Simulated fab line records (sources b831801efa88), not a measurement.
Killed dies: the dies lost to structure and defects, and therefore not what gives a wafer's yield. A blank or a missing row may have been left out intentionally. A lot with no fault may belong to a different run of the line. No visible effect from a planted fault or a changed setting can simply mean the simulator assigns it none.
A single fault, viewed from 2 desks -- flow gf180mcu -- each desk holds nothing but its own numbers, with what lay behind them at the end

TOOL OWNER'S DESK, rie-diel-03
The tool's own readings at GF_V3_ETCH_16 (etches BARC in N2/H2): means of the sampled wafers that have a number, for each lot that ran on this tool. A lot is out of limits, marked OUT, if its mean lies more than 4 standard deviations from the usual mean; the brackets give that distance.
Columns: A = bias-w at GF_V3_ETCH_16, usual 100.0 W; B = drypump-motor-current-A at GF_V3_ETCH_16, usual 5.8 A; C = oes-product-au at GF_V3_ETCH_16, usual 0.856 a.u.; D = throttle-valve-pct at GF_V3_ETCH_16, usual 13.225 %
lot,first seen here,A,B,C,D
L296,day 22 10:06,100.1,6.2,0.857,13.228
L297,day 22 12:08,99.8,5.6,0.858,13.219
L303,day 25 09:10,100.1,5.9,0.857,13.234
L305,day 25 16:27,99.8,6.1,0.852,13.220
L306,day 26 02:25,100.2,5.9,0.853,13.220
L307,day 26 09:47,99.9,5.7,0.852,13.217
L318,day 29 07:53,99.9,5.8,0.856,13.218
This desk's verdict: no lot among the 7 shows anything out of limits.

METROLOGY DESK
What the gauges read, lot by lot, whatever tool the lot ran on: means of the sampled wafers that have a number. A lot is out of limits, marked OUT, if its mean lies more than 4 standard deviations from the usual mean; the brackets give that distance.
Columns: A = PASSIVATION_CVD_02_THK at GF_PASSIVATION_THK_MEAS_03, usual 703 nm
lot,first seen here,A
L296,day 28 02:00,701
L297,day 28 03:01,700
L303,day 30 13:49,696
L305,day 30 19:08,712
L306,day 31 05:31,705
L307,day 31 11:34,703
L308,day 31 12:40,704
L309,day 32 00:40,705
L311,day 32 10:01,704
L312,day 32 15:19,706
L313,day 32 17:55,693
L318,day 34 00:02,709
This desk's verdict: no lot among the 12 shows anything out of limits.

ALL TOGETHER
The desk of the tool owner found nothing out of limits.
From the metrology desk's view, nothing was out of limits.

WHAT WAS PUT IN BY THE SIMULATOR
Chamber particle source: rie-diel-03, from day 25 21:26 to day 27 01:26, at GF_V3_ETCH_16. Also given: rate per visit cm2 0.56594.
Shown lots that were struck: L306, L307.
